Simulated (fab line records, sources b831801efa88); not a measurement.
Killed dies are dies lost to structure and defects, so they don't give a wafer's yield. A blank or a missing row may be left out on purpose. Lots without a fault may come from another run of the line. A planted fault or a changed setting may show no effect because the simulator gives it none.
Chamber matching | flow sky130 | SKY_LI_CONTACT_ETCH_14 on rie_diel-04: 4 sister chambers
The step etches BARC in N2/H2, stops on SiO2, time 44.54 s, target depth 60 nm. 8 wafers are shown with their chamber, then 8 later ones without.

WAFERS WITH THEIR CHAMBER
wafer  | chamber | drypump_motor_current_A (A) | throttle_valve_pct (%)
L077.3 | 2       | 6.5                         | 13.226
L080.4 | 3       | 5.9                         | 13.207
L083.2 | 0       | 6.0                         | 13.222
L083.3 | 2       | 6.5                         | 13.220
L084.1 | 3       | 5.9                         | 13.205
L084.3 | 1       | 5.8                         | 13.222
L084.6 | 0       | 5.9                         | 13.218
L088.2 | 1       | 5.8                         | 13.230

WAFERS WITHOUT THEIR CHAMBER
wafer  | drypump_motor_current_A (A) | throttle_valve_pct (%)
L088.4 | 5.9                         | 13.212
L088.5 | 5.8                         | 13.229
L090.1 | 5.9                         | 13.204
L090.4 | 6.0                         | 13.224
L090.6 | 5.9                         | 13.231
L092.1 | 6.6                         | 13.225
L092.3 | 5.8                         | 13.228
L092.5 | 6.5                         | 13.227

WHICH CHAMBER EACH WENT THROUGH
wafer  | from the rows above     | in truth
L088.4 | can't be placed: 3 or 0 | 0
L088.5 | 1                       | 1
L090.1 | 3                       | 3
L090.4 | 0                       | 0
L090.6 | can't be placed: 1 or 0 | 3
L092.1 | 2                       | 2
L092.3 | 1                       | 1
L092.5 | 2                       | 2
Placed correctly: 6 of 8. Can't be placed from these rows: 2 (the true chamber is among the candidates in 1). Placed wrongly: 0.
How it was worked out, from the rows above alone: a wafer's distance from a chamber is the root of the sum, over the readings, of the square of ((its reading less the chamber's mean) divided by the reading's scatter). The wafer belongs to the nearest chamber; if the next one is less than 2 further off, it can't be placed. A chamber's mean is the mean of its shown wafers. The scatter: the root of (the sum of the squares of (reading less its chamber's mean) over the shown wafers, divided by (wafers less chambers)).
